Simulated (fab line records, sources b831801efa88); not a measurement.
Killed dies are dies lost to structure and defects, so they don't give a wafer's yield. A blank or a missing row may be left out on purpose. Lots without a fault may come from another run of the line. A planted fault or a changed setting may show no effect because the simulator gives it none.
Which tool did it? | flow gf180mcu | 7 lots, 21 wafers sampled, at 1 step of a route of 602

WHAT THE GAUGES READ, wafer by wafer
GF_NSD_TW_MEAS_12.
lot  | measured     | on            | NSD_TW
L576 | day 13 19:03 | film_metro-03 | 4276 4255 4247
L578 | day 14 14:59 | film_metro-04 | 4152 4167 4192
L581 | day 15 21:02 | film_metro-04 | 4173 4192 4171
L584 | day 16 18:11 | film_metro-04 | 4179 4179 4158
L589 | day 18 07:49 | film_metro-02 | 4285 4295 4275
L592 | day 19 05:38 | film_metro-04 | 4206 4187 4174
L596 | day 20 14:16 | film_metro-03 | 4274 4247 4262

WHICH TOOL RAN EACH LOT (tool, then ch and the chambers of the sampled wafers, then the start)
The record holds no process step before these readings.

THE ANSWER, worked out from the rows above alone
Rule: what is usual is taken from the lots themselves. Put in order of their means at a reading, lots are off if they are a third of the lots or fewer, leave a main group of 4 or more, and stand apart from it by a gap of 3 or more times the standard deviation of the main group's means; of several such gaps the widest counts. A main group whose means are all the same, to the digits that the tables above print for the reading, isn't used. A lot without any number at a reading at which 4 lots or more have one is off too. The other lots that the step has rows for count as sound.
No lot is off at any reading shown: from this, nothing can be told.

WHAT THE SIMULATOR HAD PUT IN
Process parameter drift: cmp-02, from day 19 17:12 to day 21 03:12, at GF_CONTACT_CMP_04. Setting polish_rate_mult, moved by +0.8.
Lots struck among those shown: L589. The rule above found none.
